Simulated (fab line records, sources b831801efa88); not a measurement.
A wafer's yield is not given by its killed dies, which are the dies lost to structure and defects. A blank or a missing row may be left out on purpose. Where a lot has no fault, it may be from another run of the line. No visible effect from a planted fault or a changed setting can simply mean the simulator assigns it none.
A lot that was struck, set against a sound lot | flow sky130 | 15 steps out of a route of 708
Sound: the wafers L374.2, L374.4, L374.5. Struck: wafer L382.1 (L382.2, L382.5, from the same lot, were not struck and are left out); the cause is given at the end.
Order at every step that has rows: each side's tool, ch and its chambers, its first start. Under that, the readings that differ: sound wafers | struck wafers | difference of the means | sigmas: that difference in standard deviations of wafers without a fault.
alike: readings with means less than 2 such deviations apart, plus words and numbers identical on both sides. not compared: withheld readings, readings lacking a value on some wafer, bounds such as >300 that could conceal the same value, and numbers that have no deviation in the record and whose values overlap.
A row with sigmas, a row that says differs or no value, or rows on one side alone: a step with any of these is where the two part. Numbers that have no deviation but don't overlap get no sigmas and don't part them. A reading that every wafer of one side lacks parts them only if that side has two wafers or more.

SKY_VIA4_STRIP_13: strips in O2/N2.
  sound on plasma asher-01 ch 0,1, day 44 08:52; struck on plasma asher-01 ch 0, day 46 18:34
  alike: drypump motor current A, oes product au, strip time to endpoint s
  not compared: rf hours counter h
then, 3 steps without rows for these wafers: SKY_VIA4_STRIP_14 (strips in post etch residue remover, time 1200 s); SKY_VIA4_CLEAN_15 (cleans in IPA, time 180 s); SKY_VIA4_CLEAN_16 (cleans in O3/DIW).
SKY_VIA4_SPUTTER_17: material TiN, target thk 20 nm, time 80 s.
  struck on pvd sputter-01, day 46 19:10; sound on pvd sputter-02, day 44 09:31
  alike: throttle valve pct
SKY_VIA4_CVD_18: deposits W, target thk 505 nm, time 152.14 s.
  sound on cvd w-01 ch 0,1, day 44 09:34; struck on cvd w-02 ch 0, day 46 19:14
  reading            | sound       | struck | difference | sigmas
  heater power w (W) | 900 920 989 | 741    | -195       | -2
SKY_VIA4_RS_MEAS_19: measures by four-point-probe.
  struck on film metro-04, day 46 19:23; sound on film metro-02, day 44 09:44
  alike: VIA4_W_RS
SKY_VIA4_THK_MEAS_20: measures by xrf.
  struck on film metro-04, day 46 19:30; sound on film metro-02, day 44 09:51
  alike: VIA4_W_THK
SKY_VIA4_CMP_21: polishes, stops on SiO2, t overpolish 25 s, target thk 0 nm.
  sound on cmp-02 ch 0,2,3, day 44 09:57; struck on cmp-02 ch 2, day 46 19:40
  alike: edge zone pressure frac, motor current A, overpolish run s, platen rpm, time to endpoint s
then, 3 steps without rows for these wafers: SKY_METAL5_SPUTTER_00 (material Ti, target thk 15 nm, time 10 s); SKY_METAL5_SPUTTER_01 (material TiN, target thk 20 nm, time 16.7 s); SKY_METAL5_SPUTTER_02 (material AlCu, target thk 1150 nm, time 61.2 s).
SKY_METAL5_SPUTTER_03: material Ti, target thk 5 nm, time 3.3 s.
  struck on pvd sputter-03, day 46 19:58; sound on pvd sputter-04, day 44 10:18
  reading                                   | sound             | struck | difference | sigmas
  model.Ti_of_METAL5_SPUTTER_03.thk nm (nm) | 4.755 4.819 4.763 | 3.548  | -1.231     |
  alike: throttle valve pct
SKY_METAL5_SPUTTER_04: material TiN, target thk 70 nm, time 58.3 s.
  struck on pvd sputter-03, day 46 19:59; sound on pvd sputter-04, day 44 10:19
  alike: throttle valve pct
SKY_PAD_OPEN_PROBE_99:
  the record holds rows for the sound wafers here (prober-02, day 47 08:12) but none for the struck ones

WHERE THEY PART
Last at SKY_PAD_OPEN_PROBE_99 as far as this record goes, first at SKY_VIA4_CVD_18.

WHY: the cause the simulator had injected
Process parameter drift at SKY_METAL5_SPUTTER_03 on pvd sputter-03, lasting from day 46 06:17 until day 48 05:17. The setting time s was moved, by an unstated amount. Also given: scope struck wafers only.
